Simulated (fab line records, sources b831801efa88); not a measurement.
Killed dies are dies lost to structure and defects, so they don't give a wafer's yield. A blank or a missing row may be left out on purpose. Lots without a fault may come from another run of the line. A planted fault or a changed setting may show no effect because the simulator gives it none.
fab line records | flow sky130
record lots=6 wafers=18 last_day=50
route steps=708 shown DNWELL@41 PWDE@45 NWELL@56 PAD_OPEN@708
lots that met no fault: from a run of the same line without faults
start_h: hours from the record's first day to the start of the lot's first wafer shown | wait_h: hours since the lot's step before | " the same as in the row above | L1.1+2: a row that stands for several wafers | - no value, or no start given | * or withheld: withheld | < > ~ a bound
route shown NAME@n: a module of which the file shows steps, and the number in the route of the first | usual: mean/standard deviation of fault-free wafers | same: alike in all rows | chamber/n: place in a boat | sites: the reading at each site | _std_site: their standard deviation | _edge_site: outer sites' mean less inner sites' | radius_mm: how far each site lies from the wafer's centre | mask NAME#n: copy n | behind: the tool/chamber that last shaped the wafer | hold: why the lot was held/for how many hours/how that ended | device: the transistor (n, p or np) that didn't switch | end of line: the same wafers' tests at the end of the route | a step without rows: its recipe alone | killed: dies lost to structure and defects at the first sort, not the wafer's yield | map: a wafer's dies, x killed, . not, _ none there
set.NAME: the setting as run; set.NAME@STEP: as run at that earlier step | model.NAME: the simulator's own value behind a step, which no gauge read
lots at some steps of the route; a table a step, a row a wafer
services: from which hour (start_h, from the record's first day; less than 0 if before it) a tool's chamber was out of use, for how many hours, and why
## steps
# step SKY_DNWELL_DEVELOP_06
# recipe wall_angle_deg=90 developer=TMAH develop_time_s=60 dev_temp_c=23
# step SKY_DNWELL_IMPLANT_07
# recipe species=P energy_kev=withheld dose_cm2=withheld tilt_deg=withheld
# step SKY_DNWELL_STRIP_08
# recipe chemistry=O2/N2 power_w=1400 pressure_mtorr=1500 platen_temp_c=withheld o2_flow_sccm=3000 n2_flow_sccm=300 overash_fraction=0.5
# usual drypump_motor_current_A=5.7/0.58 o2_flow_sccm=3000/9.6 oes_product_au=0.722/0.0049 strip_time_to_endpoint_s=36.97/0.095
# columns lot.wafer tool chamber start_h wait_h drypump_motor_current_A o2_flow_sccm oes_product_au rf_hours_counter_h strip_time_to_endpoint_s
L113.1 plasma_asher-01 0 73.73 0.1 6.3 3000 0.717 38 37.09
L113.3 " 1 " " 6.1 3006 0.724 - 37.11
L113.6 " 0 " " 6.3 3016 0.722 - 36.99
L119.1 plasma_asher-03 1 94.09 0.1 5.3 2992 0.720 41 36.89
L119.2 " 0 " " 6.2 3001 0.715 41 36.95
L119.5 " 0 " " 6.2 3005 0.712 - 36.75
L121.1 plasma_asher-01 0 104.58 0.1 6.3 2997 0.720 41 37.06
L121.3 " 0 " " 6.3 3002 0.730 - 37.11
L121.5 " 1 " " 6.1 3003 0.725 - 37.11
L124.1 plasma_asher-01 0 116.49 0.1 6.3 2998 0.717 43 36.96
L124.4 " 1 " " 6.1 3006 0.719 - 36.98
L124.5 " 1 " " 6.1 3014 0.724 - 37.08
L132.2 plasma_asher-01 1 162.48 0.1 6.1 3000 0.725 47 36.79
L132.3 " 0 " " 6.3 2987 0.719 - 36.90
L132.6 " 1 " " 6.1 2999 0.724 - 36.83
L134.1 plasma_asher-02 1 170.28 0.1 4.7 2991 0.721 36 37.02
L134.3 " 1 " " 4.7 3013 0.726 - 37.00
L134.6 " 1 " " 4.7 3018 0.725 - 36.95
# step SKY_DNWELL_TW_MEAS_09
# usual DNWELL_TW=1121/8
# columns lot.wafer tool chamber start_h wait_h DNWELL_TW
L113.1 film_metro-03 - 73.83 0.1 1120
L113.3 " - " " 1124
L113.6 " - " " 1126
L119.1 film_metro-04 - 94.19 0.1 1122
L119.2 " - " " 1121
L119.5 " - " " 1115
L121.1 film_metro-04 - 104.68 0.1 1119
L121.3 " - " " 1121
L121.5 " - " " 1120
L124.1 film_metro-04 - 116.59 0.1 1126
L124.4 " - " " 1116
L124.5 " - " " 1123
L132.2 film_metro-04 - 162.59 0.1 1126
L132.3 " - " " 1128
L132.6 " - " " 1132
L134.1 film_metro-03 - 170.38 0.1 1123
L134.3 " - " " 1119
L134.6 " - " " 1130
# step SKY_PWDE_DEHYDRATE_00
# recipe temp_c=200 time_s=60
# step SKY_PWDE_HMDS_01
# recipe prime_time_s=60 prime_temp_c=120
# step SKY_PWDE_COAT_02
# recipe spin_rpm=2000 resist_thk_nm=3000
# step SKY_PWDE_SOFTBAKE_03
# recipe temp_c=110 time_s=withheld
# step SKY_PWDE_EXPOSE_04
# recipe mask_id=PWDEM na=0.6 source_shape=conventional sigma_outer=0.6 polarization=unpolarized target_cd_nm=840 dose_mj=214
# step SKY_PWDE_PEB_05
# recipe temp_c=115 time_s=withheld
# step SKY_PWDE_DEVELOP_06
# recipe wall_angle_deg=90 developer=TMAH develop_time_s=60 dev_temp_c=23
# step SKY_PWDE_OVL_MEAS_07
# usual PWDE_OVL=0.5/1.3
# columns lot.wafer tool chamber start_h wait_h PWDE_OVL[nm]
L113.1 overlay-01 - 90.58 - -0.7
L113.3 " - " " 1.1
L113.6 " - " " -1.5
L119.1 overlay-01 - 112.12 - -1.4
L119.2 " - " " 2.2
L119.5 " - " " 0.7
L121.1 overlay-01 - 122.14 - 0.9
L121.3 " - " " -2.5
L121.5 " - " " 1.1
L124.1 overlay-02 - 134.94 - -1.2
L124.4 " - " " 0.7
L124.5 " - " " 0.8
L132.2 overlay-02 - 183.58 - -1.4
L132.3 " - " " -2.3
L132.6 " - " " -1.6
L134.1 overlay-01 - 192.19 - 2.2
L134.3 " - " " 1.5
L134.6 " - " " 2.3
# step SKY_PWDE_IMPLANT_08
# recipe species=B energy_kev=150 dose_cm2=3.6e+12 tilt_deg=withheld
# usual dose_ions_cm2=3.6e+12/3.7e+09 faraday_current_uA=20.3/0.4
# columns lot.wafer tool chamber start_h wait_h dose_ions_cm2 faraday_current_uA
L113.1 implanter-03 0 90.61 0.0 3.604e+12 20.7
L113.3 " 0 " " 3.602e+12 20.2
L113.6 " 0 " " 3.602e+12 20.6
L119.1 implanter-02 0 112.15 0.0 3.961e+12 22.0
L119.2 " 0 " " 3.967e+12 23.0
L119.5 " 0 " " 3.971e+12 22.0
L121.1 implanter-02 0 122.17 0.0 3.962e+12 22.1
L121.3 " 0 " " 3.959e+12 22.3
L121.5 " 0 " " 3.961e+12 22.2
L124.1 implanter-03 0 134.97 0.0 3.603e+12 20.4
L124.4 " 0 " " 3.597e+12 20.7
L124.5 " 0 " " 3.601e+12 20.6
L132.2 implanter-01 0 183.64 0.0 3.603e+12 19.9
L132.3 " 0 " " 3.593e+12 20.1
L132.6 " 0 " " 3.601e+12 20.6
L134.1 implanter-02 0 192.22 0.0 3.602e+12 20.0
L134.3 " 0 " " 3.601e+12 20.4
L134.6 " 0 " " 3.602e+12 19.7
# step SKY_PWDE_STRIP_09
# recipe chemistry=O2/N2 power_w=1400 pressure_mtorr=1500 platen_temp_c=withheld o2_flow_sccm=3000 n2_flow_sccm=300 overash_fraction=0.5
# usual drypump_motor_current_A=5.4/0.43 o2_flow_sccm=3000/9.9 oes_product_au=0.723/0.0048 strip_time_to_endpoint_s=36.87/0.12
# columns lot.wafer tool chamber start_h wait_h drypump_motor_current_A o2_flow_sccm oes_product_au rf_hours_counter_h strip_time_to_endpoint_s
L113.1 plasma_asher-02 1 90.76 0.1 4.8 3001 0.728 28 36.85
L113.3 " 1 " " 4.7 2992 0.720 - 37.04
L113.6 " 1 " " 4.7 3007 0.721 - 36.91
L119.1 plasma_asher-04 1 112.30 0.1 5.8 3011 0.716 42 37.04
L119.2 " 0 " " 5.4 2999 0.729 42 37.15
L119.5 " 1 " " 5.8 3002 0.724 - 36.99
L121.1 plasma_asher-02 0 122.32 0.1 5.5 3006 0.726 31 36.76
L121.3 " 0 " " 5.5 3010 0.725 - 36.67
L121.5 " 1 " " 4.8 3004 0.719 - 36.68
L124.1 plasma_asher-02 1 135.12 0.1 4.8 2994 0.725 33 36.89
L124.4 " 1 " " 4.7 2998 0.724 - 36.85
L124.5 " 1 " " 4.7 2995 0.726 - 36.86
L132.2 plasma_asher-02 0 183.76 0.1 5.4 2996 0.726 37 36.84
L132.3 " 0 " " 5.4 3004 0.717 - 36.74
L132.6 " 0 " " 5.4 3003 0.719 - 36.74
L134.1 plasma_asher-04 1 192.37 0.1 5.8 2999 0.725 50 36.79
L134.3 " 0 " " 5.4 3005 0.716 - 36.67
L134.6 " 0 " " 5.4 2994 0.733 - 36.84
# step SKY_PWDE_TW_MEAS_10
# usual PWDE_TW=375/3.1
# columns lot.wafer tool chamber start_h wait_h PWDE_TW
L113.1 film_metro-01 - 90.86 0.1 371
L113.3 " - " " 373
L113.6 " - " " 371
L119.1 film_metro-03 - 112.40 0.1 387
L119.2 " - " " 387
L119.5 " - " " 386
L121.1 film_metro-01 - 122.42 0.1 381
L121.3 " - " " 381
L121.5 " - " " 382
L124.1 film_metro-04 - 135.22 0.1 374
L124.4 " - " " 377
L124.5 " - " " 378
L132.2 film_metro-04 - 183.87 0.1 373
L132.3 " - " " 374
L132.6 " - " " 378
L134.1 film_metro-01 - 192.47 0.1 368
L134.3 " - " " 370
L134.6 " - " " 366
# step SKY_NWELL_DEHYDRATE_03
# recipe temp_c=200 time_s=60
# step SKY_NWELL_HMDS_04
# recipe prime_time_s=60 prime_temp_c=120
# step SKY_NWELL_COAT_05
# recipe spin_rpm=2000 resist_thk_nm=3000
# step SKY_NWELL_SOFTBAKE_06
# recipe temp_c=110 time_s=withheld
# step SKY_NWELL_EXPOSE_07
# recipe mask_id=NWM na=0.6 source_shape=conventional sigma_outer=0.6 polarization=unpolarized target_cd_nm=840 dose_mj=255
# step SKY_NWELL_PEB_08
# recipe temp_c=115 time_s=withheld
# step SKY_NWELL_DEVELOP_09
# recipe wall_angle_deg=90 developer=TMAH develop_time_s=60 dev_temp_c=23
# step SKY_NWELL_OVL_MEAS_10
# usual NWELL_00_OVL=1.1/1.6
# columns lot.wafer tool chamber start_h wait_h NWELL_00_OVL[nm]
L113.1 overlay-01 - 109.09 - 2.2
L113.3 " - " " 1.7
L113.6 " - " " 1.3
L119.1 overlay-02 - 130.07 - 1.2
L119.2 " - " " -0.7
L119.5 " - " " 0.6
L121.1 overlay-02 - 141.33 - -1.0
L121.3 " - " " 0.0
L121.5 " - " " 1.1
L124.1 overlay-01 - 154.67 - 0.7
L124.4 " - " " 0.9
L124.5 " - " " 0.4
L132.2 overlay-01 - 205.47 - 1.6
L132.3 " - " " 1.4
L132.6 " - " " 3.7
L134.1 overlay-01 - 214.37 - 2.6
L134.3 " - " " 3.7
L134.6 " - " " 4.0
# step SKY_NWELL_IMPLANT_11
# recipe species=P energy_kev=400 dose_cm2=1.9e+13 tilt_deg=withheld
# step SKY_NWELL_IMPLANT_12
# recipe species=P energy_kev=120 dose_cm2=1.3e+12 tilt_deg=withheld
# step SKY_NWELL_IMPLANT_13
# recipe species=P energy_kev=50 dose_cm2=7e+11 tilt_deg=withheld
# step SKY_NWELL_STRIP_14
# recipe chemistry=O2/N2 power_w=1400 pressure_mtorr=1500 platen_temp_c=withheld o2_flow_sccm=3000 n2_flow_sccm=300 overash_fraction=0.5
# usual drypump_motor_current_A=5.9/0.37 o2_flow_sccm=3000/8.8 oes_product_au=0.722/0.0041 strip_time_to_endpoint_s=36.88/0.092
# columns lot.wafer tool chamber start_h wait_h drypump_motor_current_A o2_flow_sccm oes_product_au rf_hours_counter_h strip_time_to_endpoint_s
L113.1 plasma_asher-04 1 109.57 0.1 5.8 3016 0.722 41 36.84
L113.3 " 0 " " 5.4 3002 0.723 - 36.81
L113.6 " 1 " " 5.8 2983 0.723 - 36.81
L119.1 plasma_asher-03 0 130.55 0.1 6.2 3006 0.716 1 36.89
L119.2 " 1 " " 5.3 3005 0.721 1 36.93
L119.5 " 1 " " 5.3 3011 0.719 - 36.88
L121.1 plasma_asher-03 1 141.82 0.1 5.3 2996 0.722 2 36.96
L121.3 " 0 " " 6.2 2999 0.718 - 36.90
L121.5 " 1 " " 5.4 3002 0.725 - 36.74
L124.1 plasma_asher-01 1 155.15 0.1 6.1 3006 0.730 47 36.91
L124.4 " 1 " " 6.1 2999 0.725 - 36.90
L124.5 " 0 " " 6.3 2999 0.726 - 36.80
L132.2 plasma_asher-04 0 205.95 0.1 5.4 2999 0.721 50 36.82
L132.3 " 0 " " 5.4 3007 0.720 - 36.79
L132.6 " 0 " " 5.5 3004 0.720 - 36.78
L134.1 plasma_asher-04 0 214.85 0.1 5.4 3017 0.726 52 37.07
L134.3 " 0 " " 5.4 2996 0.722 - 37.08
L134.6 " 0 " " 5.4 3001 0.727 - 36.92
# step SKY_NWELL_TW_MEAS_15
# usual NWELL_TW=1826/11
# columns lot.wafer tool chamber start_h wait_h NWELL_TW
L113.1 film_metro-01 - 109.67 0.1 1796
L113.3 " - " " 1811
L113.6 " - " " 1788
L119.1 film_metro-04 - 130.65 0.1 1826
L119.2 " - " " 1834
L119.5 " - " " 1837
L121.1 film_metro-03 - 141.92 0.1 1833
L121.3 " - " " 1839
L121.5 " - " " 1837
L124.1 film_metro-03 - 155.25 0.1 1840
L124.4 " - " " 1824
L124.5 " - " " 1837
L132.2 film_metro-04 - 206.06 0.1 1834
L132.3 " - " " 1829
L132.6 " - " " 1830
L134.1 film_metro-04 - 214.95 0.1 1821
L134.3 " - " " 1821
L134.6 " - " " 1821
# step SKY_NWELL_DEHYDRATE_16
# recipe temp_c=200 time_s=60
# step SKY_NWELL_HMDS_17
# recipe prime_time_s=60 prime_temp_c=120
# step SKY_NWELL_COAT_18
# recipe spin_rpm=2000 resist_thk_nm=3000
# step SKY_NWELL_SOFTBAKE_19
# recipe temp_c=110 time_s=withheld
# step SKY_NWELL_EXPOSE_20
# recipe mask_id=NWM_COMPLEMENT na=0.6 source_shape=conventional sigma_outer=0.6 polarization=unpolarized target_cd_nm=840 dose_mj=260
# step SKY_NWELL_PEB_21
# recipe temp_c=115 time_s=withheld
# step SKY_NWELL_DEVELOP_22
# recipe wall_angle_deg=90 developer=TMAH develop_time_s=59.13 dev_temp_c=23
# step SKY_NWELL_OVL_MEAS_23
# usual NWELL_01_OVL=0.9/1.5
# columns lot.wafer tool chamber start_h wait_h NWELL_01_OVL[nm]
L113.1 overlay-01 - 126.98 - 2.4
L113.3 " - " " 1.8
L113.6 " - " " 2.9
L119.1 overlay-01 - 148.93 - 0.5
L119.2 " - " " 2.2
L119.5 " - " " -0.2
L121.1 overlay-01 - 161.82 - 0.9
L121.3 " - " " 0.6
L121.5 " - " " -0.6
L124.1 overlay-01 - 175.67 - 1.6
L124.4 " - " " -0.7
L124.5 " - " " 0.3
L132.2 overlay-02 - 227.69 - -0.9
L132.3 " - " " 2.0
L132.6 " - " " 0.9
L134.1 overlay-01 - 237.43 - 2.7
L134.3 " - " " 0.7
L134.6 " - " " 2.3
# step SKY_NWELL_IMPLANT_24
# recipe species=B energy_kev=140 dose_cm2=9.2e+12 tilt_deg=withheld
# step SKY_NWELL_STRIP_25
# recipe chemistry=O2/N2 power_w=1400 pressure_mtorr=1500 platen_temp_c=withheld o2_flow_sccm=3000 n2_flow_sccm=300 overash_fraction=0.5
# usual drypump_motor_current_A=5.9/0.39 o2_flow_sccm=2999/8.5 oes_product_au=0.722/0.005 strip_time_to_endpoint_s=36.87/0.088
# columns lot.wafer tool chamber start_h wait_h drypump_motor_current_A o2_flow_sccm oes_product_au rf_hours_counter_h strip_time_to_endpoint_s
L113.1 plasma_asher-01 0 127.16 0.1 6.3 2972 0.726 44 36.96
L113.3 " 1 " " 6.1 2995 0.728 - 36.80
L113.6 " 1 " " 6.1 2998 0.723 - 36.84
L119.1 plasma_asher-01 1 149.11 0.1 6.1 2984 0.725 46 36.83
L119.2 " 0 " " 6.3 3003 0.724 46 36.85
L119.5 " 0 " " 6.3 2996 0.717 - 36.85
L121.1 plasma_asher-04 0 162.00 0.1 5.4 2996 0.729 46 36.98
L121.3 " 1 " " 5.8 2994 0.733 - 36.86
L121.5 " 1 " " 5.8 2995 0.732 - 36.90
L124.1 plasma_asher-03 1 175.85 0.1 5.3 2997 0.726 6 36.93
L124.4 " 0 " " 6.2 3006 0.728 - 37.01
L124.5 " 1 " " 5.3 2989 0.715 - 36.95
L132.2 plasma_asher-04 1 227.87 0.1 5.8 3005 0.728 53 36.95
L132.3 " 1 " " 5.8 3004 0.714 - 36.95
L132.6 " 1 " " 5.8 3004 0.722 - 36.89
L134.1 plasma_asher-03 0 237.61 0.1 6.2 2996 0.729 12 36.92
L134.3 " 0 " " 6.2 3001 0.723 - 36.93
L134.6 " 1 " " 5.3 3010 0.719 - 36.86
# step SKY_NWELL_TW_MEAS_26
# usual NWELL_2_TW=497/4.3
# columns lot.wafer tool chamber start_h wait_h NWELL_2_TW
L113.1 film_metro-04 - 127.26 0.1 499
L113.3 " - " " 502
L113.6 " - " " 502
L119.1 film_metro-03 - 149.21 0.1 498
L119.2 " - " " 500
L119.5 " - " " 502
L121.1 film_metro-03 - 162.10 0.1 501
L121.3 " - " " 502
L121.5 " - " " 500
L124.1 film_metro-04 - 175.95 0.1 496
L124.4 " - " " 499
L124.5 " - " " 495
L132.2 film_metro-01 - 227.98 0.1 494
L132.3 " - " " 493
L132.6 " - " " 494
L134.1 film_metro-04 - 237.71 0.1 497
L134.3 " - " " 496
L134.6 " - " " 500
# step SKY_NWELL_CLEAN_27
# recipe chemistry=SC1/SC2 mix=1:4:20 temp_c=70 time_s=150 dry=n2_spin
# step SKY_NWELL_RTA_28
# recipe temp_c=1050 time_s=30 idle_temp_c=650 ramp_up_c_per_s=150 ramp_down_c_per_s=90 ambient=N2
# usual anneal_temp_c_max=1053.9/1.3 lamp_power_pct=25.31/0.052 ramp_down_c_per_s=90.001/0.017 wafer_temp_C_max=1054.7/0.84
# columns lot.wafer tool chamber start_h wait_h anneal_temp_c_max lamp_power_pct ramp_down_c_per_s wafer_temp_C_max
L113.1 rtp_anneal-01 0 127.37 0.0 1055.5 25.28 89.995 1054.1
L113.3 " 0 " " 1054.6 25.31 90.005 1055.7
L113.6 " 0 " " 1054.3 25.26 89.993 1054.0
L119.1 rtp_anneal-02 0 149.33 0.0 1052.8 25.26 89.998 1054.4
L119.2 " 0 " " 1052.0 25.22 89.984 1055.4
L119.5 " 0 " " 1054.2 25.26 89.985 1055.1
L121.1 rtp_anneal-02 0 162.21 0.0 1052.2 25.22 89.982 1055.0
L121.3 " 0 " " 1053.1 25.36 89.987 1054.4
L121.5 " 0 " " 1052.7 25.28 90.007 1053.7
L124.1 rtp_anneal-02 0 176.06 0.0 1053.5 25.40 90.017 1056.3
L124.4 " 0 " " 1053.2 25.30 90.006 1054.4
L124.5 " 0 " " 1052.4 25.32 90.025 1054.4
L132.2 rtp_anneal-01 0 228.09 0.0 1054.9 25.31 90.020 1055.8
L132.3 " 0 " " 1053.4 25.33 90.004 1054.9
L132.6 " 0 " " 1055.7 25.37 90.015 1055.7
L134.1 rtp_anneal-02 0 237.82 0.0 1051.8 25.28 90.013 1053.9
L134.3 " 0 " " 1052.8 25.31 90.007 1054.0
L134.6 " 0 " " 1053.2 25.26 90.002 1055.2
# step SKY_NWELL_RS_MEAS_29
# recipe thk_meas_gauge=four-point-probe
# usual NWELL_RS=624.2/1.5
# columns lot.wafer tool chamber start_h wait_h NWELL_RS[ohm/sq]
L113.1 film_metro-04 - 127.47 0.1 623.3
L113.3 " - " " 624.9
L113.6 " - " " 625.3
L119.1 film_metro-03 - 149.45 0.1 624.0
L119.2 " - " " 625.9
L119.5 " - " " 623.6
L121.1 film_metro-01 - 162.31 0.1 625.2
L121.3 " - " " 623.9
L121.5 " - " " 624.5
L124.1 film_metro-01 - 176.16 0.1 622.8
L124.4 " - " " 623.9
L124.5 " - " " 623.4
L132.2 film_metro-03 - 228.20 0.1 622.6
L132.3 " - " " 624.1
L132.6 " - " " 624.9
L134.1 film_metro-04 - 237.92 0.1 624.4
L134.3 " - " " 625.8
L134.6 " - " " 625.2
# step SKY_NWELL_RS_MEAS_31
# recipe thk_meas_gauge=four-point-probe
# usual PWDE_RS=5271/16
# columns lot.wafer tool chamber start_h wait_h PWDE_RS[ohm/sq]
L113.1 film_metro-04 - 127.71 0.1 5242
L113.3 " - " " 5238
L113.6 " - " " 5246
L119.1 film_metro-03 - 149.69 0.1 4886
L119.2 " - " " 4880
L119.5 " - " " 4902
L121.1 film_metro-01 - 162.55 0.1 4882
L121.3 " - " " 4883
L121.5 " - " " 4870
L124.1 film_metro-01 - 176.40 0.1 5265
L124.4 " - " " 5267
L124.5 " - " " 5276
L132.2 film_metro-03 - 228.44 0.1 5268
L132.3 " - " " 5261
L132.6 " - " " 5243
L134.1 film_metro-04 - 238.16 0.1 5292
L134.3 " - " " 5290
L134.6 " - " " 5288
# step SKY_PAD_OPEN_PROBE_99
# usual killed_at_M0_to_M3=42/7.2 killed_at_M4_up=3.2/1.8 killed_at_contacts=24/5.4 killed_at_front_end=15/4 killed_at_other=0.3/0.59 killed_dies=84/9 killed_open=46/7.1 killed_short=38/6
# same gross_dies=492 killed_at_back_side=0
# columns lot.wafer tool chamber start_h wait_h killed_at_M0_to_M3 killed_at_M4_up killed_at_contacts killed_at_front_end killed_at_other killed_dies killed_open killed_short model.etest.res_p_drift_20v.line_ohm_um model.etest.res_p_drift_20v.rs_ohm_sq model.etest.res_pwde_under_gate.rs_ohm_sq
L113.1 prober-01 - 1109.30 0.1 34 5 23 12 0 74 36 38 1.152e+04 9650 6200
L113.3 prober-01 - 1109.40 0.2 26 4 21 8 0 59 30 29 1.142e+04 9420 6182
L113.6 prober-01 - 1109.55 0.2 35 5 20 17 0 77 37 40 1.185e+04 9873 6196
L119.1 prober-02 - 1127.06 0.1 41 6 15 13 0 75 40 35 9342 7909 5596
L119.2 prober-02 - 1127.11 0.1 31 7 19 17 0 74 34 40 9572 7982 5647
L119.5 prober-02 - 1127.26 0.2 39 2 24 16 1 82 46 36 9492 7993 5638
L121.1 prober-02 - 1137.92 0.1 49 1 27 8 1 86 41 44 1.064e+04 9055 5626
L121.3 prober-02 - 1138.02 0.2 31 4 28 13 1 77 45 32 1.098e+04 9101 5597
L121.5 prober-02 - 1138.12 0.2 44 4 15 10 0 73 41 32 1.094e+04 9092 5569
L124.1 prober-02 - 1156.12 0.1 44 4 26 10 1 85 51 34 1.177e+04 9862 6279
L124.4 prober-02 - 1156.27 0.2 37 4 19 20 0 80 43 37 1.243e+04 1.027e+04 6278
L124.5 prober-02 - 1156.32 0.2 43 5 24 15 1 88 50 38 1.193e+04 1.002e+04 6305
L132.2 prober-01 - 1185.77 0.1 50 1 18 15 0 84 46 38 1.129e+04 9586 6141
L132.3 prober-01 - 1185.82 0.2 42 1 25 19 2 89 54 35 1.141e+04 9570 6175
L132.6 prober-01 - 1185.97 0.2 43 4 20 19 0 86 46 40 1.137e+04 9505 6113
L134.1 prober-01 - 1197.27 0.1 44 5 17 17 0 83 44 39 1.176e+04 9956 6135
L134.3 prober-01 - 1197.37 0.2 42 2 38 18 0 100 49 50 1.206e+04 1.01e+04 6157
L134.6 prober-01 - 1197.52 0.2 43 3 33 15 0 94 52 42 1.229e+04 1.028e+04 6108
# killed by level:class
L113.1 LOCAL_INTERCONNECT:geometric_particle:short=9 CONTACT:geometric_particle:open=8 VIA1:geometric_particle:short=7 VIA1:geometric_particle:open=7 FIELD_ISO:geometric_particle:short=5 VIA2:geometric_particle:open=5 VIA3:geometric_particle:open=4 FIELD_ISO:geometric_particle:open=3
L113.3 CONTACT:geometric_particle:open=8 LOCAL_INTERCONNECT:geometric_particle:short=5 VIA1:geometric_particle:short=5 LI_CONTACT:geometric_particle:open=4 CONTACT:geometric_particle:short=4 VIA1:geometric_particle:open=4 METAL1:geometric_particle:short=3 VIA2:geometric_particle:open=3
L113.6 CONTACT:geometric_particle:open=6 LI_CONTACT:geometric_particle:open=5 LOCAL_INTERCONNECT:geometric_particle:short=5 METAL1:geometric_particle:short=5 VIA1:geometric_particle:open=5 VIA1:geometric_particle:short=5 POLY_GATE:geometric_particle:short=4 VIA3:geometric_particle:open=4
L119.1 VIA3:geometric_particle:open=9 LI_CONTACT:geometric_particle:open=7 METAL2:geometric_particle:short=7 VIA2:geometric_particle:open=6 METAL4:geometric_particle:short=6 VIA1:geometric_particle:short=5 VIA1:geometric_particle:open=5 FIELD_ISO:geometric_particle:open=4
L119.2 FIELD_ISO:geometric_particle:short=6 VIA1:geometric_particle:open=6 CONTACT:geometric_particle:open=6 METAL4:geometric_particle:short=6 FIELD_ISO:geometric_particle:open=5 LI_CONTACT:geometric_particle:open=5 CONTACT:geometric_particle:short=5 VIA1:geometric_particle:short=5
L119.5 VIA1:geometric_particle:open=10 CONTACT:geometric_particle:open=7 LI_CONTACT:geometric_particle:open=6 FIELD_ISO:geometric_particle:open=5 METAL2:geometric_particle:short=5 POLY_GATE:geometric_particle:open=5 VIA2:geometric_particle:open=5 VIA3:geometric_particle:open=5
L121.1 METAL1:geometric_particle:short=9 LI_CONTACT:geometric_particle:open=8 CONTACT:geometric_particle:open=8 VIA3:geometric_particle:open=8 VIA1:geometric_particle:open=7 VIA2:geometric_particle:open=6 METAL2:geometric_particle:short=5 LOCAL_INTERCONNECT:geometric_particle:short=5
L121.3 VIA2:geometric_particle:open=9 VIA1:geometric_particle:open=8 CONTACT:geometric_particle:short=7 CONTACT:geometric_particle:open=6 LOCAL_INTERCONNECT:geometric_particle:short=6 LI_CONTACT:geometric_particle:open=5 POLY_GATE:geometric_particle:open=3 VIA2:geometric_particle:short=3
L121.5 VIA1:geometric_particle:open=12 VIA2:geometric_particle:open=7 VIA3:geometric_particle:short=7 CONTACT:geometric_particle:open=6 VIA3:geometric_particle:open=4 LOCAL_INTERCONNECT:geometric_particle:short=4 METAL1:geometric_particle:short=4 VIA1:geometric_particle:short=4
L124.1 VIA1:geometric_particle:open=11 LI_CONTACT:geometric_particle:open=8 CONTACT:geometric_particle:open=8 VIA3:geometric_particle:open=8 VIA2:geometric_particle:open=7 METAL1:geometric_particle:short=5 VIA1:geometric_particle:short=5 LI_CONTACT:geometric_particle:short=4
L124.4 VIA1:geometric_particle:open=10 FIELD_ISO:geometric_particle:short=7 LI_CONTACT:geometric_particle:open=7 METAL1:geometric_particle:short=6 CONTACT:geometric_particle:open=5 METAL2:geometric_particle:short=5 CONTACT:geometric_particle:short=4 VIA1:geometric_particle:short=4
L124.5 VIA1:geometric_particle:open=16 CONTACT:geometric_particle:open=8 FIELD_ISO:geometric_particle:open=6 METAL2:geometric_particle:short=6 CONTACT:geometric_particle:short=5 VIA2:geometric_particle:short=5 VIA3:geometric_particle:open=5 FIELD_ISO:geometric_particle:short=4
L132.2 VIA1:geometric_particle:open=17 VIA1:geometric_particle:short=9 VIA2:geometric_particle:open=8 LI_CONTACT:geometric_particle:open=7 FIELD_ISO:geometric_particle:short=4 POLY_GATE:geometric_particle:short=4 CONTACT:geometric_particle:open=4 VIA2:geometric_particle:short=4
L132.3 CONTACT:geometric_particle:open=13 VIA1:geometric_particle:open=11 POLY_GATE:geometric_particle:open=7 LI_CONTACT:geometric_particle:open=6 VIA3:geometric_particle:open=6 METAL2:geometric_particle:short=5 METAL1:geometric_particle:short=4 POLY_GATE:geometric_particle:short=3
L132.6 VIA1:geometric_particle:open=9 VIA3:geometric_particle:open=7 CONTACT:geometric_particle:open=6 FIELD_ISO:geometric_particle:open=5 POLY_GATE:geometric_particle:short=5 LOCAL_INTERCONNECT:geometric_particle:short=5 VIA1:geometric_particle:short=5 VIA2:geometric_particle:open=5
L134.1 VIA1:geometric_particle:open=10 VIA3:geometric_particle:open=9 METAL2:geometric_particle:short=7 FIELD_ISO:geometric_particle:open=6 CONTACT:geometric_particle:short=6 FIELD_ISO:geometric_particle:short=5 VIA2:geometric_particle:open=5 LI_CONTACT:geometric_particle:open=5
L134.3 CONTACT:geometric_particle:open=15 VIA1:geometric_particle:open=9 VIA1:geometric_particle:short=7 LI_CONTACT:geometric_particle:short=7 LI_CONTACT:geometric_particle:open=7 METAL2:geometric_particle:short=6 LOCAL_INTERCONNECT:geometric_particle:short=6 VIA2:geometric_particle:open=6
L134.6 LI_CONTACT:geometric_particle:open=10 CONTACT:geometric_particle:open=9 METAL2:geometric_particle:short=8 FIELD_ISO:geometric_particle:open=6 LOCAL_INTERCONNECT:geometric_particle:short=6 VIA1:geometric_particle:open=6 VIA3:geometric_particle:open=6 VIA2:geometric_particle:open=5
## services
# columns tool chamber start_h hours kind
implanter-03 - 62.36 1.8 repair
implanter-01 - 72.37 0.8 repair
plasma_asher-03 - 74.09 0.9 repair
implanter-01 - 101.83 5.4 pm
plasma_asher-04 - 106.32 2.9 repair
plasma_asher-03 - 108.75 9.0 pm
plasma_asher-03 0 108.75 9.0 vent_cycle
plasma_asher-03 1 108.75 9.0 vent_cycle
plasma_asher-03 0 117.75 - clean
plasma_asher-03 1 117.75 - clean
plasma_asher-01 - 156.59 2.8 pm
rtp_anneal-02 - 168.11 3.0 pm
implanter-03 - 170.78 14.0 pm
rtp_anneal-01 - 172.00 3.5 pm
implanter-03 - 196.78 1.5 repair
## key
first_sign step=SKY_PWDE_IMPLANT_08 reading=dose_ions_cm2 direction=up sigmas=97 usual=* struck=*
effect step=SKY_PWDE_IMPLANT_08 reading=faraday_current_uA direction=up sigmas=4.8 usual=20.3 struck=22.3
effect step=SKY_PWDE_TW_MEAS_10 reading=PWDE_TW direction=up sigmas=2.8 usual=375 struck=384
effect step=SKY_NWELL_RS_MEAS_31 reading=PWDE_RS direction=down sigmas=25 usual=5271 struck=4884
model_effect step=SKY_PAD_OPEN_PROBE_99 value=etest.res_p_drift_20v.line_ohm_um without=1.109e+04 struck=1.016e+04
met_at SKY_PWDE_IMPLANT_08
struck_wafers L119.1,L119.2,L119.5,L121.1,L121.3,L121.5
tester_left_out L119,L121
fault kind=process_parameter_drift tool=implanter-02 chamber=- onset_h=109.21 steps=SKY_PWDE_IMPLANT_08 channel=dose_cm2 offset=* shape=step end_h=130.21 acts_in=* stated=*
# tester_left_out: of these lots the tester's yield and bins aren't shown, on N5 and GAA mostly nor the transistor test; their killed dies are dies lost to structure and defects alone, not to doping, threshold or leakage, so they don't give the yield
